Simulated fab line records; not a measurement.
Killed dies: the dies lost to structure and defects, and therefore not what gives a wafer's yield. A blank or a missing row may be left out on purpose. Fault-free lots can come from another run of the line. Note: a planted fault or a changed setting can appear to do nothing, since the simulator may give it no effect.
A struck lot beside a sound one || flow sky130 || 15 steps out of a route of 708
Sound: these wafers, L849.2, L849.3, L849.4. Struck: wafer L861.2. (L861.3, L861.6 of the same lot were not struck and are left out.) The cause comes at the end.
Order at every step that has rows: each side's tool, ch and its chambers, its first start. Under that, the readings that differ: sound wafers || struck wafers || difference of the means || sigmas: that difference in standard deviations of wafers without a fault.
alike: words and numbers the same on both sides, and readings whose means are apart by under 2 such deviations; not compared: readings that were withheld, readings missing a value for some wafer, numbers with overlapping values and no deviation given by the record, and bounds like >300 which may hide the same value.
A row with sigmas, a row that says differs or no value, or rows on one side alone: a step with any of these is where the two part. Non-overlapping numbers with no deviation appear without sigmas and do not part them. Lack of a reading on every wafer of one side parts them only where that side has two or more wafers.

SKY_VIA1_ETCH_14: etches BARC in N2/H2, stops on SiO2, time 45.9 s, target depth 60 nm.
  sound on rieDiel-02 ch 1,3, day 34 13:22; struck on rieDiel-02 ch 1, day 38 07:35
  alike: drypumpMotorCurrentA, oesProductAu, throttleValvePct
  not compared: rfHoursCounterH
SKY_VIA1_ETCH_15: etches SiO2 in C4F8/O2/Ar, stops on TiN, target depth 351 nm, time 54 s.
  sound on rieDiel-02 ch 1,3, day 34 13:25; struck on rieDiel-02 ch 1, day 38 07:38
  alike: oesProductAu
  not compared: rfHoursCounterH
then, 4 steps without rows for these wafers: SKY_VIA1_STRIP_16 (strips in O2/N2); SKY_VIA1_STRIP_17 (strips in post etch residue remover, time 1200 s); SKY_VIA1_CLEAN_18 (cleans in IPA, time 180 s); SKY_VIA1_CLEAN_19 (cleans in O3/DIW).
SKY_VIA1_SPUTTER_20: material TiN, target thk 20 nm, time 80 s.
  sound on pvdSputter-02, day 34 14:06; struck on pvdSputter-02, day 38 08:16
  alike: cathodeDcPowerW, throttleValvePct
SKY_VIA1_CVD_21: deposits W, target thk 270 nm, time 80.902 s.
  sound on cvdW-02 ch 0,1, day 34 14:10; struck on cvdW-02 ch 0, day 38 08:20
  alike: heaterPowerW
SKY_VIA1_RS_MEAS_22: measures by four-point-probe.
  sound on filmMetro-04, day 34 14:16; struck on filmMetro-02, day 38 08:27
  alike: VIA1_W_RS
SKY_VIA1_THK_MEAS_23: measures by xrf.
  sound on filmMetro-04, day 34 14:23; struck on filmMetro-02, day 38 08:34
  alike: VIA1_W_THK
then, 1 step without rows for these wafers: SKY_VIA1_CMP_24 (polishes, stops on SiO2, t overpolish 15 s, target thk 0 nm).
SKY_METAL2_SPUTTER_00: material Ti, target thk 15 nm, time 10 s.
  sound on pvdSputter-04, day 34 14:44; struck on pvdSputter-03, day 38 08:55
  alike: cathodeDcPowerW, throttleValvePct
SKY_METAL2_SPUTTER_01: material TiN, target thk 20 nm, time 16.7 s.
  sound on pvdSputter-04, day 34 14:45; struck on pvdSputter-03, day 38 08:56
{"reading": "model.TiN_of_METAL2_SPUTTER_01.thkNm (nm)", "sound": "19.89 20.13 20.05", "struck": 18.81, "difference": -1.21, "sigmas": ""}
  alike: cathodeDcPowerW, throttleValvePct
then, 1 step without rows for these wafers: SKY_METAL2_SPUTTER_02 (material AlCu, target thk 250 nm, time 13.3 s).
-- the record jumps here: 11 days lie between the struck wafers' starts before and after (it left off in module METAL2 and takes up again in module PAD_OPEN, whose first step shown is number 708 of the route) --
SKY_PAD_OPEN_PROBE_99:
  sound on prober-01, day 46 08:08; struck on prober-01, day 49 02:14
  alike: defectLimitedYield, killed_at_M0_to_M3, killed_at_M4_up, killedAtContacts, killedAtFrontEnd, killedAtOther, killedDies, killedOnRim, killedOpen, killedShort, sort_bin_3_pad_short, sort_bin_5_function, sort_bin_6_memory, sortNPass, sortYieldPct

== WHERE THEY PART ==
Nowhere in this record.

WHY: whatever the simulator had introduced
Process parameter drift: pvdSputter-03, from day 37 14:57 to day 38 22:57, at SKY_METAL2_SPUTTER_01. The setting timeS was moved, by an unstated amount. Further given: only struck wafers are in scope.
